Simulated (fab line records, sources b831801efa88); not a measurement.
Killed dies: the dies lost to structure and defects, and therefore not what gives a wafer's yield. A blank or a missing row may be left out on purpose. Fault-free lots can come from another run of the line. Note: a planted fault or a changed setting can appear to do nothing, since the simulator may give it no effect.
Comparing a struck lot with a sound one | flow sky130 | 18 steps out of a route of 708
Sound: wafers L518.1, L518.3, L518.6. Struck: wafer L508.6 (L508.1, L508.5, from the same lot, were not struck and are left out); the cause is given at the end.
Order at every step that has rows: each side's tool, ch and its chambers, its first start. Under that, the readings that differ: sound wafers | struck wafers | difference of the means | sigmas: that difference in standard deviations of wafers without a fault.
alike: readings whose means differ by less than 2 such deviations, and words and numbers that are the same on both sides. not compared: withheld readings, readings that some wafer has no value for, bounds like >300 that may hide the same value, and numbers for which the record gives no deviation and whose values overlap.
The two part at a step that has a row with sigmas, a row that says differs or no value, or rows on one side only. When numbers do not overlap yet have no deviation, they are printed without sigmas and do not part them. A reading that every wafer of one side lacks parts them only if that side has two wafers or more.

first, 3 steps without rows for these wafers: SKY_SONOS_ONO_WET_ETCH_18 (etches Si3N4 in H3PO4, target depth 15 nm, time 172 s); SKY_GATE_OXIDE_CLEAN_00 (cleans in SC1/SC2, time 150 s); SKY_GATE_OXIDE_OXIDATION_01 (stabilise 600 s, purge 300 s, target thk 10.268 nm).
SKY_GATE_OXIDE_THK_MEAS_02:
  sound on film-metro-03, day 18 21:16; struck on film-metro-04, day 15 11:38
  alike: GATE_OXIDE_OXIDATION_00_THK
then, 7 steps without rows for these wafers: SKY_GATE_OXIDE_DEHYDRATE_03 (time 60 s); SKY_GATE_OXIDE_HMDS_04 (prime time 60 s); SKY_GATE_OXIDE_COAT_05 (resist thk 1140 nm); SKY_GATE_OXIDE_SOFTBAKE_06 (time 60 s); SKY_GATE_OXIDE_EXPOSE_07 (exposes mask LVOM, target cd 600 nm); SKY_GATE_OXIDE_PEB_08; SKY_GATE_OXIDE_DEVELOP_09 (develop time 60 s).
SKY_GATE_OXIDE_OVL_MEAS_10:
  sound on overlay-01, day 20 04:14; struck on overlay-02, day 16 14:53
  alike: GATE_OXIDE_OVL
SKY_GATE_OXIDE_IMPLANT_11:
  sound on implanter-04 ch 0, day 20 04:16; struck on implanter-02 ch 0, day 16 14:55
  alike: beam-energy-keV, end-station-pressure-torr, faraday-current-uA
then, 1 step without rows for these wafers: SKY_GATE_OXIDE_WET_ETCH_12 (etches SiO2 in dHF, target depth 16.8 nm, time 336 s).
SKY_GATE_OXIDE_STRIP_13: strips in O2/N2.
  sound on plasma-asher-02 ch 0,1, day 20 04:32; struck on plasma-asher-03 ch 0, day 16 15:11
  reading                      | sound             | struck | difference | sigmas
  strip-time-to-endpoint-s (s) | 14.20 14.17 14.22 | 14.08  | -0.12      | -3
  alike: chamber-pressure-mTorr, drypump-motor-current-A, oes-product-au
  not compared: rf-hours-counter-h
SKY_GATE_OXIDE_TW_MEAS_14:
  sound on film-metro-02, day 20 04:38; struck on film-metro-03, day 16 15:17
  reading       | sound             | struck | difference | sigmas
  GATE_OXIDE_TW | 221.0 222.3 222.3 | 213.0  | -8.9       | -6
then, 1 step without rows for these wafers: SKY_GATE_OXIDE_CLEAN_15 (cleans in SC1/SC2, time 150 s).
-- here the record skips 31 days between the struck wafers' starts before and after, leaving off in module GATE_OXIDE and picking up in module PAD_OPEN (first step shown: number 708 of the route) --
SKY_PAD_OPEN_PROBE_99:
  sound on prober-02, day 49 22:52; struck on prober-02, day 47 20:40
  reading                                     | sound              | struck | difference | sigmas
  model.etest.tip-p.rs-ohm-sq                 | 6789 6815 6787     | 7196   | +399       |
  model.etest.tip-p.rs-ohm-sq-range           | 248.7 230.6 215.6  | 370    | +138       |
  model.etest.pfet_01v8.r-on-ohm-um           | 2874 2791 2806     | 3060   | +236       |
  model.etest.tip-p.rs-ohm-sq-rim-less-centre | 16.21 -69.84 119.5 | -102.8 | -124.8     |
  model.etest.nfet_01v8_lvt.drive-ua-um       | 575.8 586.1 581.2  | 599.2  | +18.2      |
  model.etest.nfet_01v8_turned.drive-ua-um    | 508.1 515.5 515.1  | 526.3  | +13.4      |
  model.etest.nfet_01v8_swapped.drive-ua-um   | 506.6 516.9 516.7  | 522.7  | +9.3       |
  alike: killed_at_M0_to_M3, killed_at_M4_up, killed-at-contacts, killed-at-front-end, killed-at-other, killed-dies, killed-open, killed-short
  not compared: model.etest.nfet_01v8.drive-ua-um

== WHERE THEY PART ==
Earliest at SKY_GATE_OXIDE_STRIP_13; latest, in this record, at SKY_GATE_OXIDE_TW_MEAS_14. Later steps at which nothing parts them and some readings are alike: SKY_PAD_OPEN_PROBE_99.

WHY: whatever the simulator had introduced
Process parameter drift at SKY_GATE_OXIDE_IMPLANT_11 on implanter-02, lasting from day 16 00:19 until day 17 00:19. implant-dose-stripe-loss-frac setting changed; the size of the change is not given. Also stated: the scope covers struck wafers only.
